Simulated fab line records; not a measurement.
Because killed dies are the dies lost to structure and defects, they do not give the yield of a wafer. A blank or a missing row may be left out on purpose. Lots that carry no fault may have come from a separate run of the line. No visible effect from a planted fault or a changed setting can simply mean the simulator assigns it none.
A struck lot beside a sound one    flow sky130    15 out of 708 route steps
Sound: these wafers, L736.1, L736.2, L736.6. Struck: wafer L752.2 (L752.4, L752.5, from the same lot, were not struck and are left out); the cause is given at the end.
Order at every step that has rows: each side's tool, ch and its chambers, its first start. Under that, the readings that differ: sound wafers    struck wafers    difference of the means    sigmas: that difference in standard deviations of wafers without a fault.
alike: readings with means less than 2 such deviations apart, plus words and numbers identical on both sides. not compared: withheld readings, readings lacking a value on some wafer, bounds such as >300 that could conceal the same value, and numbers that have no deviation in the record and whose values overlap.
A row with sigmas, a row that says differs or no value, or rows on one side alone: a step with any of these is where the two part. Non-overlapping numbers with no deviation appear without sigmas and do not part them. A reading that every wafer of one side lacks parts them only if that side has two wafers or more.

first, 8 steps without rows for these wafers: SKY_FIELD_ISO_DEHYDRATE_05 (time 60 s); SKY_FIELD_ISO_HMDS_06 (prime time 60 s); SKY_FIELD_ISO_COAT_07 (resist thk 60 nm); SKY_FIELD_ISO_COAT_08 (resist thk 450 nm); SKY_FIELD_ISO_SOFTBAKE_09 (time 90 s); SKY_FIELD_ISO_EXPOSE_10 (exposes mask FOM, target cd 150 nm); SKY_FIELD_ISO_PEB_11; SKY_FIELD_ISO_DEVELOP_12 (develop time 60 s).
SKY_FIELD_ISO_CD_MEAS_13 targets a cd of 150 nm.
  sound on cd_sem-02 at day 2 03:53; struck on cd_sem-02 at day 5 17:58
  alike: cd_nm
SKY_FIELD_ISO_ETCH_14: etches BARC in N2/H2, stops on SiO2, time 45.9 s, target depth 60 nm.
  sound on rie_diel-01 ch 1,2, day 2 04:01; struck on rie_diel-02 ch 1, day 5 18:04
  alike: drypump_motor_current_A, oes_product_au, rf_fwd_power_W, run_length_s, throttle_valve_pct
  not compared: rf_hours_counter_h
SKY_FIELD_ISO_ETCH_15: etches the open film in CHF3/O2, stops on Si, target depth 180 nm, time 72 s.
  sound on rie_diel-01 ch 1,2, day 2 04:03; struck on rie_diel-02 ch 1, day 5 18:06
  alike: drypump_motor_current_A, oes_product_au, rf_fwd_power_W, run_length_s, throttle_valve_pct
  not compared: rf_hours_counter_h
SKY_FIELD_ISO_STRIP_16: strips in O2/N2.
  sound on plasma_asher-03 ch 0,1, day 2 04:07; struck on plasma_asher-01 ch 0, day 5 18:10
reading                       sound           struck  difference  sigmas
strip_time_to_endpoint_s (s)  3.63 3.54 3.61  3.46    -0.13       -3
  alike: drypump_motor_current_A, oes_product_au
  not compared: rf_hours_counter_h
SKY_FIELD_ISO_ETCH_17: etches Si in HBr/Cl2/O2, target depth 342 nm, time 97.7 s.
  sound on rie_si-02 ch 2,3, day 2 04:13; struck on rie_si-02 ch 2, day 5 18:16
reading                                sound              struck  difference  sigmas
run_length_s (s)                       125.7 125.8 125.6  116.1   -9.6        -21
model.etch.depth_nm (nm)               351.1 352.5 353.3  318.2   -34.1       
model.FIELD_ISO.feature_depth_nm (nm)  351.1 352.5 353.3  318.2   -34.1       
  alike: drypump_motor_current_A, oes_product_au, throttle_valve_pct
  not compared: rf_fwd_power_W, rf_hours_counter_h
then, 1 step without rows for these wafers: SKY_FIELD_ISO_WET_ETCH_18 (etches Si3N4 in H3PO4, target depth 25 nm, time 286 s).
-- a jump in the record: the struck wafers' starts before and after are 44 days apart (it breaks off in module FIELD_ISO and resumes in module PAD_OPEN, where the first step shown is number 708 of the route) --
SKY_PAD_OPEN_PROBE_99:
  sound on prober-02 at day 46 11:12; struck on prober-02 at day 50 02:37
reading                                  sound                          struck     difference  sigmas
killed_at_contacts                       25 42 20                       14         -15         -2
killed_at_front_end                      17 12 20                       26         +10         +2
model.etest.res_p_drift_20v.line_ohm_um  1.366e+04 1.364e+04 1.326e+04  1.048e+04  -3.040e+03  
model.etest.res_p_drift_20v.rs_ohm_sq    1.151e+04 1.152e+04 1.132e+04  8843       -2607       
model.etest.pfet_16v.r_on_ohm_um         1.579e+04 1.591e+04 1.588e+04  1.466e+04  -1.200e+03  
model.etest.res_iso_pwell.rs_ohm_sq      3743 3780 3694                 2974       -765        
model.etest.res_iso_pwell.line_ohm_um    1420 1435 1413                 1118       -305        
model.etest.res_nwell.line_ohm_um        1092 1087 1100                 1114       +21         
model.etest.res_nwell.rs_ohm_sq          932.2 939.4 932.3              941.2      +6.6        
model.etest.pfet_16v.drive_ua_um         241.5 239.2 242.8              252.6      +11.4       
  alike: killed_at_M0_to_M3, killed_at_M4_up, killed_at_other, killed_dies, killed_open, killed_short

## WHERE THEY PART
Earliest at SKY_FIELD_ISO_STRIP_16; latest, in this record, at SKY_PAD_OPEN_PROBE_99.

WHY: the cause the simulator had injected
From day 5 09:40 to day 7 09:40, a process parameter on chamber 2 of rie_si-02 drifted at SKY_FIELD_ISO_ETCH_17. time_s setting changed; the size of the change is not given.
